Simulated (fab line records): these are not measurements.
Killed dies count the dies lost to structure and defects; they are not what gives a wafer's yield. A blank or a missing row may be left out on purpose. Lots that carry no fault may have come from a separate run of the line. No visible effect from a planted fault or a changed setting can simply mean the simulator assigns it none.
Comparing a struck lot with a sound one ; flow sky130 ; 15 steps out of a route of 708
Sound: the wafers L967.3, L967.4, L967.5. Wafers L982.3, L982.5, L982.6 were the ones struck. The cause is named last.
Per side, at each step with rows, come the tool, then ch with its chambers, and then its first start. Under that, the readings that differ: sound wafers ; struck wafers ; difference of the means ; sigmas: that difference in standard deviations of wafers without a fault.
alike: a reading whose means differ by less than 2 such deviations, as well as words and numbers matching on both sides. not compared: withheld readings; readings where some wafer has no value; bounds like >300 that might hide an equal value; numbers whose values overlap and for which the record gives no deviation.
Wherever a step has rows on one side only, a row that says differs or no value, or a row with sigmas, the two part there. Numbers that have no deviation but don't overlap get no sigmas and don't part them. A reading missing from all wafers of one side parts the sides only when that side holds two or more wafers.

first, 9 steps without rows for these wafers: SKY_CAP2M_CLEAN_17 (cleans in O3/DIW); SKY_METAL4_DEHYDRATE_05 (time 60 s); SKY_METAL4_HMDS_06 (prime time 60 s); SKY_METAL4_COAT_07 (resist thk 60 nm); SKY_METAL4_COAT_08 (resist thk 1140 nm); SKY_METAL4_SOFTBAKE_09 (time 90 s); SKY_METAL4_EXPOSE_10 (exposes mask MM4, target cd 300 nm); SKY_METAL4_PEB_11; SKY_METAL4_DEVELOP_12 (develop time 60 s).
SKY_METAL4_CD_MEAS_13 targets a cd of 300 nm.
  sound on cd sem-02, day 43 12:28; struck on cd sem-01, day 46 17:34
  alike: cd nm
SKY_METAL4_OVL_MEAS_14:
  sound on overlay-01, day 43 12:33; struck on overlay-02, day 46 17:40
  alike: METAL4_OVL
SKY_METAL4_DESCUM_15: chemistry O2, time 8 s.
  sound on rie metal-03 ch 0,1, day 43 12:35; struck on rie metal-01 ch 0,1, day 46 17:41
  alike: drypump motor current A, oes product au, rf fwd power W
  not compared: rf hours counter h
SKY_METAL4_ETCH_16: etches BARC in N2/H2, stops on SiO2, time 88.2 s, target depth 60 nm.
  sound on rie metal-03 ch 0,1, day 43 12:38; struck on rie metal-01 ch 0,1, day 46 17:44
reading;sound;struck;difference;sigmas
oes product au (a.u.);0.638 0.636 0.626;0.616 0.627 0.627;-0.010;-2
  alike: drypump motor current A, rf fwd power W, throttle valve pct
  not compared: rf hours counter h, model.SiO2_of_CAP2M_CVD_00.thk nm
SKY_METAL4_ETCH_17: etches SiO2 in C4F8/O2/Ar, stops on TiN, time 3.9 s, target depth 15 nm.
  sound on rie diel-03 ch 0,1, day 43 12:42; struck on rie diel-04 ch 2,3, day 46 17:49
  alike: oes product au, rf fwd power W
  not compared: rf hours counter h
after that, 1 step had no rows for these wafers: SKY_PAD_OPEN_PROBE_99.

## WHERE THEY PART
SKY_METAL4_ETCH_16 only, going by this record. Later steps at which nothing parts them and some readings are alike: SKY_METAL4_ETCH_17.

WHY: the cause the simulator had injected
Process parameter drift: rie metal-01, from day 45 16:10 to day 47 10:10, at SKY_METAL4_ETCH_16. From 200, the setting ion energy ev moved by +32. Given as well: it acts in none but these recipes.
